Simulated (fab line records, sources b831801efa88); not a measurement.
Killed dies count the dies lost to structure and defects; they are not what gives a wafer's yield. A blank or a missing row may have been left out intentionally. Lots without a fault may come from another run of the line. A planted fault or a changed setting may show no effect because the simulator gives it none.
The tool behind it: which one? | flow sky130 | 13 lots, 39 wafers sampled, at 4 steps of a route of 708

== WHAT THE GAUGES SHOWED, per wafer ==
SKY_NWELL_TW_MEAS_26. Usual: for NWELL_2_TW the level is 492.4 and the standard deviation is 3.
lot  | measured     | on            | NWELL_2_TW        | flag
L514 | day 5 06:34  | film metro-03 | 499.0 496.1 497.2 |
L515 | day 5 12:33  | film metro-03 | 494.8 495.8 495.8 |
L517 | day 6 02:58  | film metro-03 | 493.7 492.2 495.7 |
L519 | day 6 14:47  | film metro-03 | 494.2 495.9 494.1 |
L520 | day 6 21:04  | film metro-02 | 492.0 490.0 491.2 |
L521 | day 7 04:09  | film metro-04 | 494.0 493.2 491.8 |
L522 | day 7 07:37  | film metro-04 | 494.6 491.8 496.5 |
L523 | day 7 12:57  | film metro-02 | 491.0 488.6 490.1 |
L525 | day 8 00:46  | film metro-03 | 497.0 494.7 494.5 |
L531 | day 9 17:56  | film metro-02 | 490.1 488.3 488.5 |
L534 | day 10 09:25 | film metro-04 | 492.9 492.2 492.9 |
L535 | day 10 22:58 | film metro-04 | 491.5 490.2 490.6 |
L536 | day 11 07:21 | film metro-02 | 489.0 488.3 489.9 |

SKY_VT_ADJUST_NCORE_OVL_MEAS_08. Usual: for VT_ADJUST_NCORE_OVL the level is 0.4 nm and the standard deviation is 1.6.
lot  | measured     | on         | VT_ADJUST_NCORE_OVL (nm) | flag
L514 | day 8 12:26  | overlay-02 | 1.9 -0.8 0.9             |
L515 | day 8 19:04  | overlay-02 | -1.0 -1.7 -1.2           |
L517 | day 9 12:16  | overlay-02 | -0.2 -2.1 -0.6           |
L519 | day 9 23:35  | overlay-02 | 1.0 -0.2 0.9             |
L520 | day 10 09:41 | overlay-01 | 2.2 3.2 2.6              |
L521 | day 10 16:18 | overlay-02 | 1.7 -0.5 -1.0            |
L522 | day 10 21:51 | overlay-02 | 2.0 0.4 -0.7             |
L523 | day 11 02:45 | overlay-01 | 0.5 -0.4 -0.6            |
L525 | day 11 19:32 | overlay-02 | 0.1 -0.6 2.4             |
L531 | day 13 20:33 | overlay-01 | 2.8 3.4 3.9              |
L534 | day 14 14:00 | overlay-01 | 0.0 4.2 2.1              |
L535 | day 15 05:47 | overlay-01 | 0.1 0.4 2.4              |
L536 | day 15 16:14 | overlay-02 | 0.6 2.1 0.6              |

SKY_RES_PROTECT_TW_MEAS_08. Usual: for POLY_GATE_TW the level is 4039 and the standard deviation is 41.
lot  | measured     | on            | POLY_GATE_TW   | flag
L514 | day 14 22:04 | film metro-02 | 4007 4003 4012 |
L515 | day 15 13:23 | film metro-02 | 3942 3945 3953 |
L517 | day 16 10:21 | film metro-03 | 4047 4038 4045 |
L519 | day 16 22:40 | film metro-01 | 4108 4104 4077 |
L520 | day 17 14:25 | film metro-01 | 4063 4063 4089 |
L521 | day 17 20:43 | film metro-01 | 4093 4101 4089 |
L523 | day 18 08:56 | film metro-03 | 4083 4069 4071 |
L525 | day 19 05:46 | film metro-03 | 4002 4026 4016 |
L531 | day 21 15:22 | film metro-03 | 4058 4051 4074 |
L534 | day 22 20:55 | film metro-03 | 4035 4032 4021 |
L535 | day 23 02:43 | film metro-03 | 4046 4060 4036 |
L536 | day 23 13:11 | film metro-02 | 3985 3980 3987 |

== TOOL THAT RAN EACH LOT (tool first, then ch and the chambers of the sampled wafers, then the start) ==
lot  | SKY_GATE_OXIDE_STRIP_13
L514 | plasma asher-02 ch 0,1, day 13 17:31
L515 | plasma asher-02 ch 0,1, day 14 03:55
L517 | plasma asher-01 ch 0,1, day 15 02:05
L519 | plasma asher-03 ch 0,1, day 15 14:13
L520 | plasma asher-02 ch 0,1, day 16 05:03
L521 | plasma asher-01 ch 0,1, day 16 12:42
L522 | plasma asher-02 ch 0,1, day 16 22:55
L523 | plasma asher-03 ch 0, day 17 00:37
L525 | plasma asher-01 ch 0,1, day 17 19:06
L531 | plasma asher-03 ch 0,1, day 20 03:43
L534 | plasma asher-01 ch 0, day 21 10:47
L535 | plasma asher-03 ch 0,1, day 21 16:02
L536 | plasma asher-02 ch 0,1, day 22 04:22
- SKY_GATE_OXIDE_STRIP_13: strips in O2/N2.

== AS READ BY THE TOOLS THEMSELVES (means over the sampled wafers that have a number; for cases with no such wafer, the mark the record gives instead) ==
SKY_GATE_OXIDE_STRIP_13. Usual: drypump motor current A 6.0 A, standard deviation 0.48; oes product au 0.716 a.u., standard deviation 0.0047; strip time to endpoint s 14.18 s, standard deviation 0.04.
lot  | tool            | drypump motor current A (A) | oes product au (a.u.) | strip time to endpoint s (s) | flag
L514 | plasma asher-02 | 5.6                         | 0.715                 | 14.16                        |
L515 | plasma asher-02 | 5.4                         | 0.719                 | 14.13                        |
L517 | plasma asher-01 | 6.5                         | 0.712                 | 14.22                        |
L519 | plasma asher-03 | 5.7                         | 0.718                 | 14.21                        |
L520 | plasma asher-02 | 5.6                         | 0.714                 | 14.14                        |
L521 | plasma asher-01 | 6.5                         | 0.717                 | 14.21                        |
L522 | plasma asher-02 | 5.6                         | 0.928                 | -                            | OFF
L523 | plasma asher-03 | 5.6                         | 0.718                 | 14.18                        |
L525 | plasma asher-01 | 6.5                         | 0.716                 | 14.15                        |
L531 | plasma asher-03 | 5.7                         | 0.718                 | 14.24                        |
L534 | plasma asher-01 | 6.5                         | 0.715                 | 14.13                        |
L535 | plasma asher-03 | 5.6                         | 0.716                 | 14.10                        |
L536 | plasma asher-02 | 5.6                         | 0.714                 | 14.14                        |

== THE ANSWER, worked out from the rows above alone ==
Rule: lot off if the mean of its wafers having a number is beyond 3 standard deviations from the usual mean. A lot without any number at a reading at which 4 lots or more have one is off too. Any other lot the step has rows for is counted as sound. The gauges are gone through in route order, then the tools' own readings, and for those a lot's mean is taken as printed above. The first step at which some lot is off is used, and at that step the reading that is off furthest; a lot without a number counts as furthest.
Off: L522 (SKY_GATE_OXIDE_STRIP_13, strip time to endpoint s). Without a number there: L522.
If a tool, at that step or one of the process steps before it, ran each lot that is off and ran no sound lot following the first of them, it fits. Of those tried, none fits.

== WHAT HAD BEEN PUT IN BY THE SIMULATOR ==
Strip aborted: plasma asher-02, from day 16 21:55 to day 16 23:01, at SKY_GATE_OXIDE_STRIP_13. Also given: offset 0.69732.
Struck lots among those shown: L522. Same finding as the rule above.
